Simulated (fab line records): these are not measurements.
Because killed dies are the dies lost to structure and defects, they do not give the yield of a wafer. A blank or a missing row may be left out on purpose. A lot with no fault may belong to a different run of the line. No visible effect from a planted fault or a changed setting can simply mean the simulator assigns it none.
The tool behind it: which one?	flow sky130	13 lots, 39 wafers sampled, at 3 steps of a route of 708

WHAT THE GAUGES READ, wafer by wafer
SKY_VIA2_CD_MEAS_12 targets a cd of 200 nm. Usual: cdNm reads 200.0 nm (standard deviation 1.3).
lot	measured	on	cdNm (nm)	flag
L264	day 37 05:19	cdSem-02	200.5 200.6 201.9	
L265	day 37 08:02	cdSem-02	201.0 198.8 201.2	
L273	day 40 02:35	cdSem-01	201.9 202.6 202.1	
L274	day 40 05:08	cdSem-01	200.5 199.5 199.0	
L275	day 40 11:23	cdSem-01	198.3 197.0 198.6	
L277	day 40 17:31	cdSem-01	199.3 199.7 198.6	
L278	day 41 09:47	cdSem-01	200.7 200.9 199.6	
L279	day 41 11:23	cdSem-01	200.0 199.0 200.1	
L280	day 41 20:12	cdSem-01	202.2 201.6 202.7	
L281	day 42 05:29	cdSem-01	203.3 201.9 201.0	
L282	day 42 07:33	cdSem-01	198.9 199.7 200.3	
L283	day 42 09:27	cdSem-02	200.1 200.6 198.9	
L284	day 42 21:51	cdSem-01	199.2 199.8 199.1	

SKY_VIA2_OVL_MEAS_13. Usual: VIA2_OVL gives -4 nm (standard deviation 6).
lot	measured	on	VIA2_OVL (nm)	flag
L264	day 37 05:25	overlay-02	-1 -2 -4	
L265	day 37 08:09	overlay-02	7 4 2	
L273	day 40 02:42	overlay-01	-7 -14 -10	
L274	day 40 05:15	overlay-01	0 -8 -12	
L275	day 40 11:30	overlay-01	3 14 8	
L277	day 40 17:37	overlay-01	8 -4 4	
L278	day 41 09:54	overlay-02	-11 -14 -11	
L279	day 41 11:30	overlay-02	-6 0 -2	
L280	day 41 20:19	overlay-01	7 -4 4	
L281	day 42 05:37	overlay-02	-8 -13 -9	
L282	day 42 07:40	overlay-01	-4 4 3	
L283	day 42 09:34	overlay-01	-6 -12 -9	
L284	day 42 21:58	overlay-01	-4 0 -6	

SKY_CAPM_THK_MEAS_04: measures by xrf. Usual: CAPM_TIN_THK gives 194.4 nm (standard deviation 3).
lot	measured	on	CAPM_TIN_THK (nm)	flag
L264	day 37 07:19	filmMetro-02	192.6 191.1 193.1	
L265	day 37 10:01	filmMetro-04	195.8 193.4 192.8	
L273	day 40 04:34	filmMetro-02	196.1 198.3 193.6	
L274	day 40 07:07	filmMetro-04	192.9 195.1 197.1	
L275	day 40 13:24	filmMetro-03	194.8 199.8 201.4	
L277	day 40 19:29	filmMetro-03	190.6 195.5 195.8	
L278	day 41 11:47	filmMetro-03	190.0 190.2 193.7	
L279	day 41 13:25	filmMetro-04	189.3 192.4 194.3	
L280	day 41 22:14	filmMetro-02	194.6 195.7 195.1	
L281	day 42 07:50	filmMetro-02	193.8 195.2 198.7	
L282	day 42 09:42	filmMetro-03	199.2 193.2 195.1	
L283	day 42 11:27	filmMetro-03	192.7 192.7 194.0	
L284	day 42 23:50	filmMetro-02	195.5 195.3 192.2	

EACH LOT AND THE TOOL THAT RAN IT (in order: tool; ch and the chambers of the sampled wafers; start)
The record shows no process step preceding these readings.

WHAT THE TOOLS THEMSELVES READ (means of the sampled wafers that have a number; where no wafer has one, the mark that the record gives instead)
The record holds no such reading with a usual standard deviation.

THE ANSWER, worked out from the rows above alone
Rule: lot off if the mean of its wafers having a number is beyond 3 standard deviations from the usual mean. Also off: a lot with no number at a reading for which 4 or more lots have one. Where the step has rows for the other lots, those lots are counted as sound. First the gauges in route order, then the tools' own readings, where a lot's mean is used as printed above. The first step at which some lot is off is used, and at that step the reading that is off furthest; a lot without a number counts as furthest.
Nothing can be told from this: no lot is off at any reading shown.

WHAT HAD BEEN PUT IN BY THE SIMULATOR
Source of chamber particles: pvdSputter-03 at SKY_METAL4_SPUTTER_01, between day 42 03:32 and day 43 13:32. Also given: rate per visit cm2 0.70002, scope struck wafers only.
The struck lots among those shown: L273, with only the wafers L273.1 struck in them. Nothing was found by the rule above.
